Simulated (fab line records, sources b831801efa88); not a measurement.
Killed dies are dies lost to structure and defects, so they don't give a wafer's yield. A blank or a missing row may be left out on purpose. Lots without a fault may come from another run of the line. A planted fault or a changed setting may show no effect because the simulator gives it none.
fab line records | flow sky130
record lots=6 wafers=18 last_day=52
route steps=708 shown GATE_OXIDE@188 PAD_OPEN@708
lots that met no fault: from a run of the same line without faults
start_h: hours from the record's first day to the start of the lot's first wafer shown | wait_h: hours since the lot's step before | " the same as in the row above | L1.1+2: a row that stands for several wafers | - no value, or no start given | * or withheld: withheld | < > ~ a bound
route shown NAME@n: a module of which the file shows steps, and the number in the route of the first | usual: mean/standard deviation of fault-free wafers | same: alike in all rows | chamber/n: place in a boat | sites: the reading at each site | _std_site: their standard deviation | _edge_site: outer sites' mean less inner sites' | radius_mm: how far each site lies from the wafer's centre | mask NAME#n: copy n | behind: the tool/chamber that last shaped the wafer | hold: why the lot was held/for how many hours/how that ended | device: the transistor (n, p or np) that didn't switch | end of line: the same wafers' tests at the end of the route | a step without rows: its recipe alone | killed: dies lost to structure and defects at the first sort, not the wafer's yield | map: a wafer's dies, x killed, . not, _ none there
set.NAME: the setting as run; set.NAME@STEP: as run at that earlier step | model.NAME: the simulator's own value behind a step, which no gauge read
lots at some steps of the route; a table a step, a row a wafer
services: from which hour (start_h, from the record's first day; less than 0 if before it) a tool's chamber was out of use, for how many hours, and why
## steps
# step SKY_GATE_OXIDE_OXIDATION_01
# recipe temp_c=900 ambient=O2 stabilise_s=600 purge_s=300 target_thk_a=102.68 ox_time_s=1473
# step SKY_GATE_OXIDE_THK_MEAS_02
# recipe reads=SiO2_of_GATE_OXIDE_OXIDATION_01
# usual GATE_OXIDE_OXIDATION_00_THK=10.29/0.15
# columns lot.wafer tool chamber start_h wait_h GATE_OXIDE_OXIDATION_00_THK[nm]
L156.2 film_metro-01 - 264.99 0.0 10.45
L156.3 " - " " 10.34
L156.6 " - " " 10.28
L158.1 film_metro-01 - 279.54 0.0 10.50
L158.3 " - " " 10.42
L158.5 " - " " 10.42
L163.1 film_metro-02 - 306.81 0.0 10.07
L163.3 " - " " 10.08
L163.6 " - " " 10.13
L167.2 film_metro-03 - 341.30 0.0 10.41
L167.3 " - " " 10.30
L167.4 " - " " 10.46
L168.2 film_metro-03 - 343.12 0.0 10.21
L168.4 " - " " 10.12
L168.5 " - " " 10.35
L172.1 film_metro-01 - 557.26 0.0 10.39
L172.5 " - " " 10.22
L172.6 " - " " 10.28
# step SKY_GATE_OXIDE_DEHYDRATE_03
# recipe temp_c=200 time_s=60
# step SKY_GATE_OXIDE_HMDS_04
# recipe prime_time_s=60 prime_temp_c=120
# step SKY_GATE_OXIDE_COAT_05
# recipe resist=NOVOLAK spin_rpm=3000 resist_thk_nm=1140
# step SKY_GATE_OXIDE_SOFTBAKE_06
# recipe temp_c=90 time_s=60 resist=NOVOLAK
# step SKY_GATE_OXIDE_EXPOSE_07
# recipe mask_id=LVOM na=0.6 source_shape=conventional sigma_outer=0.6 polarization=unpolarized target_cd_nm=600 dose_mj=170
# step SKY_GATE_OXIDE_PEB_08
# recipe temp_c=withheld time_s=* resist=NOVOLAK
# step SKY_GATE_OXIDE_DEVELOP_09
# recipe resist=NOVOLAK developer=TMAH develop_time_s=60 dev_temp_c=23
# step SKY_GATE_OXIDE_OVL_MEAS_10
# usual GATE_OXIDE_OVL=-0.8/1.4
# columns lot.wafer tool chamber start_h wait_h GATE_OXIDE_OVL[nm]
L156.2 overlay-01 - 288.79 0.1 1.6
L156.3 " - " " 1.1
L156.6 " - " " 0.6
L158.1 overlay-01 - 304.34 0.1 1.2
L158.3 " - " " 2.6
L158.5 " - " " 0.8
L163.1 overlay-02 - 331.71 0.1 -3.7
L163.3 " - " " -2.3
L163.6 " - " " -2.8
L167.2 overlay-02 - 368.62 0.1 0.4
L167.3 " - " " 0.4
L167.4 " - " " 0.0
L168.2 overlay-02 - 370.49 0.1 -3.0
L168.4 " - " " -2.2
L168.5 " - " " -2.6
L172.1 overlay-02 - 584.94 0.1 -0.7
L172.5 " - " " -0.9
L172.6 " - " " 0.1
# step SKY_GATE_OXIDE_IMPLANT_11
# recipe species=B energy_kev=10 dose_cm2=2.6e+12 tilt_deg=withheld
# step SKY_GATE_OXIDE_WET_ETCH_12
# recipe chemistry=dHF target_depth_nm=16.8 dry=n2_spin target=SiO2 dilution=100:1 temp_c=25 time_s=336
# step SKY_GATE_OXIDE_STRIP_13
# recipe chemistry=O2/N2 power_w=1400 pressure_mtorr=1500 platen_temp_c=withheld o2_flow_sccm=3000 n2_flow_sccm=300 overash_fraction=0.5
# usual chamber_pressure_mTorr=1500.0/1.3 drypump_motor_current_A=5.93/0.24 oes_product_au=0.716/0.0046 overash_fraction=0.5/0 strip_time_to_endpoint_s=14.18/0.041
# columns lot.wafer tool chamber start_h wait_h chamber_pressure_mTorr drypump_motor_current_A oes_product_au overash_fraction rf_hours_counter_h strip_time_to_endpoint_s model.NOVOLAK_of_GATE_OXIDE_COAT_05.thk_nm
L156.2 plasma_asher-02 0 289.07 0.0 - - - - - - 1142
L156.3 " 0 " " - - - - - - 1137
L156.6 " 1 " " - - - - - - 1141
L158.1 plasma_asher-01 1 304.63 0.0 - - - - - - 1144
L158.3 " 0 " " - - - - - - 1142
L158.5 " 0 " " - - - - - - 1142
L163.1 plasma_asher-02 1 332.00 0.0 1499.8 5.96 0.716 0.5 63 14.22 0
L163.3 " 0 " " 1502.9 5.96 0.726 0.5 - 14.21 0
L163.6 " 1 " " 1499.3 5.98 0.715 0.5 - 14.25 0
L167.2 plasma_asher-03 0 368.90 0.0 1501.2 5.83 0.724 0.5 52 14.10 0
L167.3 " 1 " " 1498.1 6.14 0.718 0.5 - 14.16 0
L167.4 " 0 " " 1497.9 5.82 0.713 0.5 - 14.17 0
L168.2 plasma_asher-03 1 370.78 0.0 1499.7 6.16 0.713 0.5 53 14.19 0
L168.4 " 0 " " 1499.3 5.82 0.710 0.5 - 14.18 0
L168.5 " 1 " " 1498.7 6.17 0.718 0.5 - 14.13 0
L172.1 plasma_asher-02 0 585.22 0.0 1500.7 5.98 0.708 0.5 15 14.13 0
L172.5 " 1 " " 1498.1 6.01 0.714 0.5 - 14.15 0
L172.6 " 0 " " 1500.5 5.97 0.716 0.5 - 14.12 0
# step SKY_GATE_OXIDE_TW_MEAS_14
# usual GATE_OXIDE_TW=223.1/2.2
# columns lot.wafer tool chamber start_h wait_h GATE_OXIDE_TW
L156.2 film_metro-01 - 289.18 0.1 222.0
L156.3 " - " " 221.4
L156.6 " - " " 222.0
L158.1 film_metro-03 - 304.73 0.1 226.4
L158.3 " - " " 226.4
L158.5 " - " " 226.9
L163.1 film_metro-03 - 332.10 0.1 225.0
L163.3 " - " " 225.5
L163.6 " - " " 224.5
L167.2 film_metro-02 - 369.01 0.1 223.1
L167.3 " - " " 222.9
L167.4 " - " " 222.4
L168.2 film_metro-02 - 370.89 0.1 222.4
L168.4 " - " " 222.1
L168.5 " - " " 223.2
L172.1 film_metro-01 - 585.32 0.1 221.8
L172.5 " - " " 221.6
L172.6 " - " " 221.6
# step SKY_PAD_OPEN_PROBE_99
# usual killed_at_M0_to_M3=43/7 killed_at_M4_up=2.7/1.6 killed_at_contacts=24/5.3 killed_at_front_end=16/4.6 killed_at_other=0.3/0.53 killed_dies=86/9.3 killed_on_rim=17/4 killed_open=47/6.9 killed_short=38/6.1
# same gross_dies=492 killed_at_back_side=0
# columns lot.wafer tool chamber start_h wait_h killed_at_M0_to_M3 killed_at_M4_up killed_at_contacts killed_at_front_end killed_at_other killed_dies killed_on_rim killed_open killed_short
L156.2 prober-01 - 1061.04 0.1 36 1 21 433 1 492 96 32 43
L156.3 prober-01 - 1061.09 0.2 37 4 23 427 1 492 96 40 36
L156.6 prober-01 - 1061.24 0.2 44 4 15 429 0 492 96 39 37
L158.1 prober-02 - 1069.51 0.1 48 1 25 418 0 492 96 55 31
L158.3 prober-02 - 1069.61 0.2 40 2 15 435 0 492 96 44 34
L158.5 prober-02 - 1069.71 0.2 34 4 24 430 0 492 96 37 34
L163.1 prober-01 - 1090.31 0.1 34 5 27 10 0 76 17 37 38
L163.3 prober-01 - 1090.41 0.2 37 3 22 11 0 73 18 35 37
L163.6 prober-01 - 1090.56 0.2 34 1 31 22 0 88 17 46 41
L168.2 prober-02 - 1116.76 0.1 51 3 26 17 0 97 14 57 39
L168.4 prober-02 - 1116.86 0.2 54 3 21 18 0 96 14 45 51
L168.5 prober-02 - 1116.91 0.2 36 1 32 20 0 89 19 55 34
# killed by level:class
L156.2 GATE_OXIDE:area_oxidation=417 VIA1:geometric_particle:open=9 METAL1:geometric_particle:short=6 POLY_GATE:geometric_particle:short=6 CONTACT:geometric_particle:open=6 FIELD_ISO:geometric_particle:short=5 CONTACT:geometric_particle:short=5 VIA1:geometric_particle:short=5
L156.3 GATE_OXIDE:area_oxidation=416 VIA1:geometric_particle:open=10 LOCAL_INTERCONNECT:geometric_particle:short=7 FIELD_ISO:geometric_particle:open=6 VIA3:geometric_particle:open=5 CONTACT:geometric_particle:open=5 LI_CONTACT:geometric_particle:open=4 CONTACT:geometric_particle:short=4
L156.6 GATE_OXIDE:area_oxidation=416 CONTACT:geometric_particle:open=10 METAL1:geometric_particle:short=9 VIA1:geometric_particle:short=8 VIA1:geometric_particle:open=7 VIA3:geometric_particle:open=7 VIA2:geometric_particle:open=4 FIELD_ISO:geometric_particle:open=3
L158.1 GATE_OXIDE:area_oxidation=406 VIA2:geometric_particle:open=11 VIA1:geometric_particle:open=9 CONTACT:geometric_particle:open=9 LI_CONTACT:geometric_particle:open=7 METAL1:geometric_particle:short=7 VIA3:geometric_particle:open=6 CONTACT:geometric_particle:short=5
L158.3 GATE_OXIDE:area_oxidation=414 VIA1:geometric_particle:open=14 POLY_GATE:geometric_particle:open=8 VIA3:geometric_particle:short=6 FIELD_ISO:geometric_particle:short=5 VIA3:geometric_particle:open=4 CONTACT:geometric_particle:open=4 VIA2:geometric_particle:open=4
L158.5 GATE_OXIDE:area_oxidation=421 CONTACT:geometric_particle:open=10 VIA1:geometric_particle:open=8 LI_CONTACT:geometric_particle:open=7 VIA3:geometric_particle:short=7 METAL1:geometric_particle:short=5 METAL2:geometric_particle:short=5 LI_CONTACT:geometric_particle:short=4
L163.1 CONTACT:geometric_particle:open=11 METAL1:geometric_particle:short=8 LOCAL_INTERCONNECT:geometric_particle:short=5 LI_CONTACT:geometric_particle:open=4 METAL4:geometric_particle:short=4 METAL2:geometric_particle:short=4 VIA1:geometric_particle:open=4 FIELD_ISO:geometric_particle:open=3
L163.3 VIA1:geometric_particle:open=10 CONTACT:geometric_particle:open=8 VIA3:geometric_particle:open=6 METAL1:geometric_particle:short=5 METAL2:geometric_particle:short=5 LI_CONTACT:geometric_particle:short=4 VIA2:geometric_particle:open=4 POLY_CUT:geometric_particle:short=3
L163.6 CONTACT:geometric_particle:open=12 CONTACT:geometric_particle:short=9 VIA1:geometric_particle:open=7 POLY_GATE:geometric_particle:short=6 VIA3:geometric_particle:open=6 METAL2:geometric_particle:short=6 FIELD_ISO:geometric_particle:short=5 LI_CONTACT:geometric_particle:open=5
L168.2 VIA1:geometric_particle:open=15 CONTACT:geometric_particle:open=13 VIA2:geometric_particle:open=8 LI_CONTACT:geometric_particle:open=6 METAL1:geometric_particle:short=6 VIA1:geometric_particle:short=6 FIELD_ISO:geometric_particle:short=4 POLY_GATE:geometric_particle:open=4
L168.4 VIA1:geometric_particle:short=12 VIA1:geometric_particle:open=10 VIA2:geometric_particle:open=10 FIELD_ISO:geometric_particle:short=8 LOCAL_INTERCONNECT:geometric_particle:short=5 VIA3:geometric_particle:open=5 LI_CONTACT:geometric_particle:open=4 CONTACT:geometric_particle:short=4
L168.5 CONTACT:geometric_particle:open=13 VIA1:geometric_particle:open=13 LI_CONTACT:geometric_particle:open=10 POLY_GATE:geometric_particle:short=5 LOCAL_INTERCONNECT:geometric_particle:short=5 POLY_GATE:geometric_particle:open=4 VIA2:geometric_particle:open=4 METAL1:geometric_particle:short=3
# map L156.2 (x killed, . not)
__________xxxxxxxxxx_________
________xxxxxxxxxxxxxx_______
______xxxxxxxxxxxxxxxxxx_____
_____xxxxxxxxxxxxxxxxxxxx____
____xxxxxxxxxxxxxxxxxxxxxx___
___xxxxxxxxxxxxxxxxxxxxxxxx__
__xxxxxxxxxxxxxxxxxxxxxxxxxx_
_xxxxxxxxxxxxxxxxxxxxxxxxxxxx
_xxxxxxxxxxxxxxxxxxxxxxxxxxxx
_xxxxxxxxxxxxxxxxxxxxxxxxxxxx
_xxxxxxxxxxxxxxxxxxxxxxxxxxxx
_xxxxxxxxxxxxxxxxxxxxxxxxxxxx
_xxxxxxxxxxxxxxxxxxxxxxxxxxxx
_xxxxxxxxxxxxxxxxxxxxxxxxxxxx
_xxxxxxxxxxxxxxxxxxxxxxxxxxxx
__xxxxxxxxxxxxxxxxxxxxxxxxxx_
___xxxxxxxxxxxxxxxxxxxxxxxx__
____xxxxxxxxxxxxxxxxxxxxxx___
_____xxxxxxxxxxxxxxxxxxxx____
______xxxxxxxxxxxxxxxxxx_____
________xxxxxxxxxxxxxx_______
__________xxxxxxxxxx_________
# map L158.1 (x killed, . not)
__________xxxxxxxxxx_________
________xxxxxxxxxxxxxx_______
______xxxxxxxxxxxxxxxxxx_____
_____xxxxxxxxxxxxxxxxxxxx____
____xxxxxxxxxxxxxxxxxxxxxx___
___xxxxxxxxxxxxxxxxxxxxxxxx__
__xxxxxxxxxxxxxxxxxxxxxxxxxx_
_xxxxxxxxxxxxxxxxxxxxxxxxxxxx
_xxxxxxxxxxxxxxxxxxxxxxxxxxxx
_xxxxxxxxxxxxxxxxxxxxxxxxxxxx
_xxxxxxxxxxxxxxxxxxxxxxxxxxxx
_xxxxxxxxxxxxxxxxxxxxxxxxxxxx
_xxxxxxxxxxxxxxxxxxxxxxxxxxxx
_xxxxxxxxxxxxxxxxxxxxxxxxxxxx
_xxxxxxxxxxxxxxxxxxxxxxxxxxxx
__xxxxxxxxxxxxxxxxxxxxxxxxxx_
___xxxxxxxxxxxxxxxxxxxxxxxx__
____xxxxxxxxxxxxxxxxxxxxxx___
_____xxxxxxxxxxxxxxxxxxxx____
______xxxxxxxxxxxxxxxxxx_____
________xxxxxxxxxxxxxx_______
__________xxxxxxxxxx_________
## services
# columns tool chamber start_h hours kind
plasma_asher-03 - 277.60 1.3 repair
plasma_asher-01 - 289.19 3.2 repair
plasma_asher-02 - 297.63 0.9 repair
plasma_asher-01 - 309.74 2.8 pm
plasma_asher-01 - 325.94 1.8 repair
plasma_asher-02 - 337.01 1.3 repair
plasma_asher-02 - 352.14 0.8 repair
plasma_asher-03 - 390.26 0.9 repair
plasma_asher-03 - 397.59 0.5 repair
plasma_asher-01 - 397.89 1.1 repair
plasma_asher-02 - 421.25 9.0 pm
plasma_asher-02 0 421.25 9.0 vent_cycle
plasma_asher-02 1 421.25 9.0 vent_cycle
plasma_asher-02 0 430.25 - clean
plasma_asher-02 1 430.25 - clean
plasma_asher-03 - 507.32 0.9 repair
plasma_asher-02 - 540.70 2.6 repair
plasma_asher-01 - 570.89 39.0 repair
## key
first_sign step=SKY_GATE_OXIDE_STRIP_13 reading=tool_record direction=missing
effect step=SKY_PAD_OPEN_PROBE_99 reading=killed_at_front_end direction=up sigmas=89 usual=16 struck=429
model_effect step=SKY_GATE_OXIDE_STRIP_13 value=NOVOLAK_of_GATE_OXIDE_COAT_05.thk_nm without=0 struck=1141
more_kills_born_at SKY_GATE_OXIDE_OXIDATION_16@furnace-02=2490
met_at SKY_GATE_OXIDE_STRIP_13
struck_wafers L156.2,L156.3,L156.6,L158.1,L158.3,L158.5
later_rows_left_out L156.2,L156.3,L156.6,L158.1,L158.3,L158.5
tester_left_out L156,L158
fault kind=skipped_step_whole tool=plasma_asher-01,plasma_asher-02 chamber=- onset_h=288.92 steps=SKY_GATE_OXIDE_STRIP_13 scope=struck_lots_only
# tester_left_out: of these lots the tester's yield and bins aren't shown, on N5 and GAA mostly nor the transistor test; their killed dies are dies lost to structure and defects alone, not to doping, threshold or leakage, so they don't give the yield
# later_rows_left_out: the simulator's readings of these wafers behind a module that went badly wrong aren't trusted and aren't shown, but for the sort
